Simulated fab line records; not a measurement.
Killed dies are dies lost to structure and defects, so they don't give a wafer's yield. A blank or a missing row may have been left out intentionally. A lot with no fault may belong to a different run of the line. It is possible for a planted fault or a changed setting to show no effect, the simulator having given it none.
Comparing a struck lot with a sound one    flow sky130    14 steps out of a route of 708
Sound: wafers L158.2, L158.3, L158.6. Wafers L174.2, L174.3, L174.6 were the ones struck. The cause comes at the end.
For every step that has rows: the tool of each side, followed by ch and its chambers, followed by its first start. Under that, the readings that differ: sound wafers    struck wafers    difference of the means    sigmas: that difference in standard deviations of wafers without a fault.
alike: words and numbers the same on both sides, and readings whose means are apart by under 2 such deviations; not compared: readings that were withheld, readings missing a value for some wafer, numbers with overlapping values and no deviation given by the record, and bounds like >300 which may hide the same value.
The two part at a step that has a row with sigmas, a row that says differs or no value, or rows on one side only. Numbers that don't overlap but have no deviation are shown without sigmas and don't part them. Lack of a reading on every wafer of one side parts them only where that side has two or more wafers.

first, 4 steps without rows for these wafers: SKY_SD_P_SOFTBAKE_03 (time 60 s); SKY_SD_P_EXPOSE_04 (exposes mask PSDM, target cd 380 nm); SKY_SD_P_PEB_05; SKY_SD_P_DEVELOP_06 (develop time 60 s).
SKY_SD_P_CD_MEAS_07 targets a cd of 380 nm.
  sound on cd-sem-02 at day 28 01:22; struck on cd-sem-02 at day 31 22:52
  alike: cd-nm
SKY_SD_P_OVL_MEAS_08:
  sound on overlay-02 at day 28 01:29; struck on overlay-01 at day 31 22:58
  alike: SD_P_OVL
then, 1 step without rows for these wafers: SKY_SD_P_IMPLANT_09.
SKY_SD_P_STRIP_10: strips in O2/N2.
  sound on plasma-asher-01 ch 0,1, day 28 01:40; struck on plasma-asher-01 ch 1, day 31 23:09
reading                       sound              struck             difference  sigmas
strip-time-to-endpoint-s (s)  17.39 17.46 17.41  17.52 17.52 17.49  +0.09       +2
  alike: drypump-motor-current-A, oes-product-au
  not compared: rf-hours-counter-h
SKY_SD_P_TW_MEAS_11:
  sound on film-metro-01 at day 28 01:46; struck on film-metro-01 at day 31 23:16
  alike: SD_P_TW
then, 3 steps without rows for these wafers: SKY_RES_XHIGH_DEHYDRATE_00 (time 60 s); SKY_RES_XHIGH_HMDS_01 (prime time 60 s); SKY_RES_XHIGH_COAT_02 (resist thk 1140 nm).
SKY_RES_XHIGH_SOFTBAKE_03: time 60 s.
  sound on litho-track-01 ch 0, day 28 14:44; struck on litho-track-04 ch 0, day 32 12:46
reading           sound              struck             difference  sigmas
run-length-s (s)  88.99 89.22 89.12  90.82 90.81 91.21  +1.84       +17
  alike: plate-temp-C
then, 1 step without rows for these wafers: SKY_RES_XHIGH_EXPOSE_04 (exposes mask URPM, target cd 1270 nm).

## WHERE THEY PART
Last at SKY_RES_XHIGH_SOFTBAKE_03 as far as this record goes, first at SKY_SD_P_STRIP_10.

WHY: the cause the simulator had injected
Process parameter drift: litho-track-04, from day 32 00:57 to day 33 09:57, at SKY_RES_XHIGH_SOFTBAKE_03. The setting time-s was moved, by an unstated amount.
